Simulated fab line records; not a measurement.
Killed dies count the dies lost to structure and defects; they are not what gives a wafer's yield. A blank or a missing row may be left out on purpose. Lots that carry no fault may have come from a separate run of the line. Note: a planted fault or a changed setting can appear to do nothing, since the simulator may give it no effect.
Chamber matching    flow sky130    SKY_PASSIVATION_CVD_00 on pecvd-02: 3 sister chambers
The step deposits SiO2, target thk 90 nm. 6 wafers are shown with their chamber, then 8 later ones without.

## WAFERS, EACH WITH ITS CHAMBER
wafer   chamber  heater-power-w (W)
L090.1  0        626
L090.4  0        644
L090.5  1        674
L091.4  1        557
L091.5  2        730
L093.3  2        664

## WAFERS WITHOUT THEIR CHAMBER
wafer   heater-power-w (W)
L093.4  593
L093.5  672
L097.1  669
L097.2  746
L097.3  672
L097.4  746
L097.5  656
L097.6  665

## EACH ONE'S CHAMBER
wafer   from the rows above           in truth
L093.4  can't be placed: 1 or 0 or 2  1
L093.5  can't be placed: 2 or 0 or 1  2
L097.1  can't be placed: 2 or 0 or 1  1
L097.2  can't be placed: 2 or 0 or 1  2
L097.3  can't be placed: 2 or 0 or 1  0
L097.4  can't be placed: 2 or 0 or 1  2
L097.5  can't be placed: 0 or 1 or 2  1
L097.6  can't be placed: 0 or 2 or 1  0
Correct placement for 0 of the 8. Cannot be placed on the basis of these rows: 8; the candidates contain the true chamber in 8. Wrongly placed: 0.
How it was worked out, from the rows above alone: a wafer's distance from a chamber is the root of the sum, over the readings, of the square of ((its reading less the chamber's mean) divided by the reading's scatter). If the next closest chamber is less than 2 further off than the closest, the wafer can't be placed; otherwise it belongs to the closest. A chamber's mean is the mean of its shown wafers. The scatter is the square root of a quotient: the sum, over the shown wafers, of each reading's squared deviation from its chamber's mean, divided by wafers minus chambers.
